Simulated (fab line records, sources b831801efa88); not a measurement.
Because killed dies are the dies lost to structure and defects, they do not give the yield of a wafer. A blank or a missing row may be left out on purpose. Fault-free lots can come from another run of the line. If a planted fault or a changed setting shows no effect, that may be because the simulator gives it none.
What tool caused it? ; flow sky130 ; at 1 step of a route of 708, 12 lots with 36 wafers sampled

== WHAT THE GAUGES READ, wafer by wafer ==
SKY_VIA1_OVL_MEAS_13.
lot;measured;on;VIA1_OVL (nm)
L075;day 34 21:36;overlay-02;7 -3 4
L077;day 35 16:22;overlay-02;0 7 -4
L078;day 36 01:00;overlay-01;9 -2 6
L081;day 36 21:32;overlay-02;3 -6 4
L083;day 37 14:42;overlay-01;0 11 8
L084;day 38 00:06;overlay-01;9 -8 -5
L087;day 39 01:21;overlay-02;13 0 3
L089;day 39 21:54;overlay-01;2 0 -5
L091;day 40 16:30;overlay-02;1 -6 -9
L093;day 41 03:55;overlay-01;-3 11 -3
L096;day 41 09:23;overlay-01;9 4 13
L097;day 41 16:33;overlay-01;-5 -3 5

== TOOL THAT RAN EACH LOT (tool first, then ch and the chambers of the sampled wafers, then the start) ==
Record: no process step prior to these readings.

== THE ANSWER, worked out from the rows above alone ==
Rule: the usual values come from the lots themselves. The widest of any qualifying gaps counts: lots, ordered by their means at a reading, are off when they make up no more than a third of the lots, leave a main group of 4 or more, and stand apart from it by 3 or more times the standard deviation of that group's means. Not used: any main group whose means are identical at the precision the tables above print for the reading. A lot without any number at a reading at which 4 lots or more have one is off too. Any other lot the step has rows for is counted as sound.
None of the lots is off at any reading shown; this tells nothing.

== WHAT THE SIMULATOR HAD PUT IN ==
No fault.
